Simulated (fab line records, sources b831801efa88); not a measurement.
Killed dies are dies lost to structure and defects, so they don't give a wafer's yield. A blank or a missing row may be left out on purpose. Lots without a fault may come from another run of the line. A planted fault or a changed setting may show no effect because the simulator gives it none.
One fault seen from 2 desks | flow gf180mcu | each desk has only its own numbers; what lay behind them comes last

THE METROLOGY DESK
What the gauges read, lot by lot, whatever tool the lot ran on: means of the sampled wafers that have a number. A lot is out of limits, marked OUT, if its mean lies more than 4 standard deviations from the usual mean; the brackets give that distance.
Columns: A = V1_W_RS at GF_V1_RS_MEAS_24, usual 0.327 ohm/sq
lot  | first seen here | A
L415 | day 18 08:19    | 0.332
L416 | day 18 17:43    | 0.325
L417 | day 18 21:10    | 0.328
L418 | day 19 13:35    | 0.328
L420 | day 20 05:58    | 0.325
L422 | day 21 09:08    | 0.330
L424 | day 21 16:50    | 0.322
L426 | day 22 06:21    | 0.330
L433 | day 24 11:53    | 0.324
L434 | day 25 03:19    | 0.331
L435 | day 25 03:38    | 0.325
L437 | day 25 18:57    | 0.329
L438 | day 26 03:33    | 0.324
This desk's finding: nothing out of limits on any of the 13 lots.

THE TOOL OWNER'S DESK: litho_track-03
The tool's own readings at GF_V2_SOFTBAKE_10 (time 60 s): means of the sampled wafers that have a number, for each lot that ran on this tool. A lot is out of limits, marked OUT, if its mean lies more than 4 standard deviations from the usual mean; the brackets give that distance.
Columns: A = heater_power_total_W at GF_V2_SOFTBAKE_10, usual 93.06 W; B = run_length_s at GF_V2_SOFTBAKE_10, usual 89.12 s
lot  | first seen here | A               | B
L415 | day 19 22:00    | 93.07           | 89.26
L416 | day 20 09:00    | 93.07           | 89.25
L426 | day 23 19:00    | 94.74 (+28) OUT | 86.14 (-18) OUT
This desk's finding: out of limits on L426; first on L426, day 23 19:00 (heater_power_total_W at GF_V2_SOFTBAKE_10). In limits: L415, L416.

PUT TOGETHER
The tool owner's desk could have raised an alarm at day 23 19:00, on L426.
The metrology desk saw nothing out of limits.
The metrology desk has L426 on record, within its limits.
Of the lots named, all ran GF_V2_SOFTBAKE_10 on litho_track-03.

WHAT THE SIMULATOR HAD PUT IN
Process parameter drift: litho_track-03, from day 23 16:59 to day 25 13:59, at GF_V2_SOFTBAKE_10. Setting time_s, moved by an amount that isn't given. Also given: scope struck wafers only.
Lots struck among those shown: L426.
Hours from the fault's start to each desk's first reading out of limits: the tool owner's desk, 2.
